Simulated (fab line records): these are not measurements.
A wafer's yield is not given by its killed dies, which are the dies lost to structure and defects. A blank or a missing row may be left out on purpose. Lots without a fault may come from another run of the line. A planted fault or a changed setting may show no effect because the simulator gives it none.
One fault seen from 2 desks	flow sky130	what lay behind the numbers comes last; until then each desk has only its own

== AT THE METROLOGY DESK ==
What the gauges read, lot by lot, whatever tool the lot ran on: means of the sampled wafers that have a number. The brackets show how far a lot's mean lies from the usual mean; more than 4 standard deviations puts the lot out of limits, marked OUT.
Columns: A = PWDE_TW at SKY_PWDE_TW_MEAS_10, usual 371.0; B = VT_ADJUST_HVTP_TW at SKY_VT_ADJUST_HVTP_TW_MEAS_11, usual 1359
lot	first seen here	A	B
L997	day 3 23:41	373.1	1378
L999	day 4 08:44	367.0	1362
L998	day 4 09:04	373.1	1351
L101	day 4 16:53	374.0	1375
L104	day 5 15:42	368.2	1345
L105	day 6 01:30	368.4	1351
L108	day 6 12:36	373.8	970 (-32) OUT
L109	day 6 17:01	369.1	1355
L110	day 6 22:24	374.1	977 (-32) OUT
L111	day 7 06:28	370.7	1382
L119	day 9 02:29	369.7	1351
L120	day 9 07:53	373.0	1372
Per this desk, out of limits: L108, L110; the first was L108, day 9 01:45 (VT_ADJUST_HVTP_TW at SKY_VT_ADJUST_HVTP_TW_MEAS_11). L997, L999, L998, L101, L104, L105, L109, L111, L119, L120 stayed within limits.

== DESK OF THE TOOL OWNER: implanter-03 ==
The tool's own readings at SKY_VT_ADJUST_HVTP_IMPLANT_09: means of the sampled wafers that have a number, for each lot that ran on this tool. The brackets show how far a lot's mean lies from the usual mean; more than 4 standard deviations puts the lot out of limits, marked OUT.
Columns: A = doseIonsCm2 at SKY_VT_ADJUST_HVTP_IMPLANT_09, usual 4.301e+12; B = faradayCurrentUA at SKY_VT_ADJUST_HVTP_IMPLANT_09, usual 24.2
lot	first seen here	A	B
L104	day 8 02:55	4.301e+12	24.8
L105	day 8 13:44	4.298e+12	24.3
L108	day 9 01:31	1.545e+12 (-99 or more) OUT	8.7 (-31) OUT
L110	day 9 12:17	1.537e+12 (-99 or more) OUT	8.6 (-31) OUT
This desk's finding: out of limits on L108, L110; first on L108, day 9 01:31 (doseIonsCm2 at SKY_VT_ADJUST_HVTP_IMPLANT_09). L104, L105 stayed within limits.

== ALL TOGETHER ==
The tool owner's desk could have raised an alarm at day 9 01:31, on L108, L110.
L108, L110 would have let the metrology desk raise an alarm at day 9 01:45.
All the named lots went through SKY_VT_ADJUST_HVTP_IMPLANT_09 on implanter-03.

== WHAT THE SIMULATOR HAD PUT IN ==
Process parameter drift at SKY_VT_ADJUST_HVTP_IMPLANT_09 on implanter-03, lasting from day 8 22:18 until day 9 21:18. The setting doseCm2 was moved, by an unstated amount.
Lots struck among those shown: L108, L110.
Hours from the fault's start to each desk's first reading out of limits: the tool owner's desk, 3; the metrology desk, 3.
